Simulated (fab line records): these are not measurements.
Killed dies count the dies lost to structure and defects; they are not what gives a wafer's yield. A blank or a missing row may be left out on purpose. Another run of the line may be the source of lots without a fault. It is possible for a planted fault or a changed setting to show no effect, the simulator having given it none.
Which of the tools did it?	flow gf180mcu	Sampling: 6 lots, 18 wafers, 2 of 602 route steps

== WHAT THE GAUGES READ, wafer by wafer ==
GF_V4_CD_MEAS_14: the cd target is 260 nm.
lot	measured	on	cdNm (nm)
L213	day 24 21:48	cdSem-02	258.6 259.5 259.8
L216	day 26 05:17	cdSem-01	260.2 260.3 259.8
L219	day 27 03:32	cdSem-01	260.9 260.2 259.4
L221	day 27 16:34	cdSem-01	258.9 259.6 260.3
L224	day 28 11:55	cdSem-02	260.7 259.8 260.0
L234	day 31 14:10	cdSem-02	259.7 259.6 258.4

== TOOL THAT RAN EACH LOT (tool first, then ch and the chambers of the sampled wafers, then the start) ==
lot	GF_V4_SOFTBAKE_10
L213	lithoTrack-01 ch 0, day 24 10:00
L216	lithoTrack-01 ch 0, day 25 17:00
L219	lithoTrack-01 ch 0, day 26 16:00
L221	lithoTrack-04 ch 0, day 27 06:00
L224	lithoTrack-01 ch 0, day 28 01:00
L234	lithoTrack-03 ch 0, day 31 04:00
- GF_V4_SOFTBAKE_10: time 60 s.

== THE ANSWER, worked out from the rows above alone ==
Rule: the lots themselves supply what counts as usual. Put in order of their means at a reading, lots are off if they are a third of the lots or fewer, leave a main group of 4 or more, and stand apart from it by a gap of 3 or more times the standard deviation of the main group's means; of several such gaps the widest counts. A main group is skipped when, at the precision printed for the reading in the tables above, its means are all equal. A lot without any number at a reading at which 4 lots or more have one is off too. Where the step has rows for the other lots, those lots are counted as sound.
No lot is off on any of the readings shown, so nothing can be concluded from this.

== WHAT HAD BEEN PUT IN BY THE SIMULATOR ==
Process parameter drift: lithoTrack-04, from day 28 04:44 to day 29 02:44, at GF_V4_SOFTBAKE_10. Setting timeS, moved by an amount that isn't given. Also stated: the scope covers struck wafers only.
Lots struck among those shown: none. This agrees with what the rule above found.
